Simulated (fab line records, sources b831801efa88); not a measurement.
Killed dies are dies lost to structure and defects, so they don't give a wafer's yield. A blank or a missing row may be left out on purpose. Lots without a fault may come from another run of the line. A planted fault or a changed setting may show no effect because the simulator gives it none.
Which tool did it? | flow sfq_line | 14 lots, 42 wafers sampled, at 1 step of a route of 325

WHAT THE GAUGES READ, wafer by wafer
The record holds no reading of a measuring or inspecting step that can be judged against a usual standard deviation.

WHICH TOOL RAN EACH LOT (tool, then ch and the chambers of the sampled wafers, then the start)
lot  | SFQ_TRILAYER_M5_ETCH_METAL_ETCH_126
L641 | rie_metal-03 ch 0,1, day 45 14:22
L643 | rie_metal-01 ch 1, day 46 04:53
L645 | rie_metal-03 ch 0,1, day 48 01:55
L647 | rie_metal-01 ch 0,1, day 48 23:35
L650 | rie_metal-01 ch 0,1, day 56 06:51
L652 | rie_metal-01 ch 0,1, day 56 23:19
L653 | rie_metal-02 ch 0,1, day 57 02:55
L655 | rie_metal-01 ch 0,1, day 58 00:47
L657 | rie_metal-02 ch 0,1, day 58 18:47
L659 | rie_metal-03 ch 1, day 59 17:38
L660 | rie_metal-02 ch 0,1, day 60 21:27
L661 | rie_metal-01 ch 0, day 61 03:28
L662 | rie_metal-03 ch 0,1, day 61 04:39
L663 | rie_metal-02 ch 1, day 61 12:00
- SFQ_TRILAYER_M5_ETCH_METAL_ETCH_126: etches Nb in Cl2/BCl3, stops on SiO2, time 203.2 s, target depth 265 nm.

WHAT THE TOOLS THEMSELVES READ (means of the sampled wafers that have a number; where no wafer has one, the mark that the record gives instead)
SFQ_TRILAYER_M5_ETCH_METAL_ETCH_126. Usual: bias_w 79.96 W, standard deviation 0.23; drypump_motor_current_A 5.5 A, standard deviation 0.3; oes_product_au 0.728 a.u., standard deviation 0.0063.
lot  | tool         | bias_w (W) | drypump_motor_current_A (A) | oes_product_au (a.u.) | flag
L641 | rie_metal-03 | 80.21      | 5.3                         | 0.725                 |
L643 | rie_metal-01 | 80.06      | 5.2                         | 0.731                 |
L645 | rie_metal-03 | 79.77      | 5.4                         | 0.723                 |
L647 | rie_metal-01 | 79.78      | 5.1                         | 0.731                 |
L650 | rie_metal-01 | 79.95      | 5.1                         | 0.729                 |
L652 | rie_metal-01 | 89.86      | 5.1                         | 0.717                 | OFF
L653 | rie_metal-02 | 80.09      | 5.9                         | 0.726                 |
L655 | rie_metal-01 | 89.69      | 5.2                         | 0.727                 | OFF
L657 | rie_metal-02 | 79.75      | 5.8                         | 0.728                 |
L659 | rie_metal-03 | 79.93      | 5.4                         | 0.729                 |
L660 | rie_metal-02 | 79.89      | 5.8                         | 0.726                 |
L661 | rie_metal-01 | 80.09      | 5.1                         | 0.730                 |
L662 | rie_metal-03 | 79.86      | 5.4                         | 0.728                 |
L663 | rie_metal-02 | 79.98      | 5.9                         | 0.725                 |

THE ANSWER, worked out from the rows above alone
Rule: a lot is off if the mean of its wafers that have a number lies more than 3 standard deviations from the usual mean. A lot without any number at a reading at which 4 lots or more have one is off too. The other lots that the step has rows for count as sound. The gauges are gone through in route order, then the tools' own readings, and for those a lot's mean is taken as printed above. The first step at which some lot is off is used, and at that step the reading that is off furthest; a lot without a number counts as furthest.
Off: L652, L655, at SFQ_TRILAYER_M5_ETCH_METAL_ETCH_126 (bias_w).
A tool fits if, at that step or a process step before it, it ran every lot that is off, and no sound lot after the first of them. None of those tried fits.

WHAT THE SIMULATOR HAD PUT IN
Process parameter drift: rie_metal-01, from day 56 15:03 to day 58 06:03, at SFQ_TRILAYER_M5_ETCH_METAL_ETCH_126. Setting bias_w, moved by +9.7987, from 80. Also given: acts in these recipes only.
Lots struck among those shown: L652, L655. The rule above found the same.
